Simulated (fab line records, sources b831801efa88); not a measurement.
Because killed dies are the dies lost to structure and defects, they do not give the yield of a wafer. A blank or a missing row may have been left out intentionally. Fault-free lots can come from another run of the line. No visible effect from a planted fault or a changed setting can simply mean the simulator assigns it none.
Which tool did it? | flow gf180mcu | 6 lots, 18 wafers sampled, at 3 steps of a route of 602

## WHAT THE GAUGES SHOWED, per wafer
GF_PSD_RS_MEAS_14: the measuring method here is four-point-probe.
lot  | measured     | on           | NSD_RS (ohm/sq)
L384 | day 14 12:40 | filmMetro-01 | 46.07 46.17 46.17
L390 | day 16 18:07 | filmMetro-04 | 46.09 46.10 45.90
L395 | day 18 13:31 | filmMetro-01 | 45.96 46.01 46.03
L399 | day 20 05:07 | filmMetro-02 | 46.36 46.23 46.15
L402 | day 21 01:03 | filmMetro-02 | 46.66 46.59 46.58
L405 | day 22 00:35 | filmMetro-02 | 46.56 46.49 46.56

## EACH LOT AND THE TOOL THAT RAN IT (in order: tool; ch and the chambers of the sampled wafers; start)
lot  | GF_NSD_IMPLANT_09               | GF_NSD_STRIP_11
L384 | implanter-03 ch 0, day 13 16:22 | plasmaAsher-03 ch 0,1, day 13 16:40
L390 | implanter-04 ch 0, day 15 18:53 | plasmaAsher-03 ch 0,1, day 15 19:11
L395 | implanter-04 ch 0, day 17 13:35 | plasmaAsher-03 ch 0,1, day 17 13:52
L399 | implanter-02 ch 0, day 19 03:52 | plasmaAsher-02 ch 0,1, day 19 04:10
L402 | implanter-02 ch 0, day 20 00:41 | plasmaAsher-04 ch 0,1, day 20 00:59
L405 | implanter-02 ch 0, day 21 00:35 | plasmaAsher-04 ch 0,1, day 21 00:52
- GF_NSD_IMPLANT_09
- GF_NSD_STRIP_11: strips in O2/N2.

## THE ANSWER, worked out from the rows above alone
Rule: usual is defined by the lots themselves. Put in order of their means at a reading, lots are off if they are a third of the lots or fewer, leave a main group of 4 or more, and stand apart from it by a gap of 3 or more times the standard deviation of the main group's means; of several such gaps the widest counts. A main group whose means are all the same, to the digits that the tables above print for the reading, isn't used. Also off: a lot with no number at a reading for which 4 or more lots have one. Where the step has rows for the other lots, those lots are counted as sound.
Nothing can be told from this: no lot is off at any reading shown.

## WHAT HAD BEEN PUT IN BY THE SIMULATOR
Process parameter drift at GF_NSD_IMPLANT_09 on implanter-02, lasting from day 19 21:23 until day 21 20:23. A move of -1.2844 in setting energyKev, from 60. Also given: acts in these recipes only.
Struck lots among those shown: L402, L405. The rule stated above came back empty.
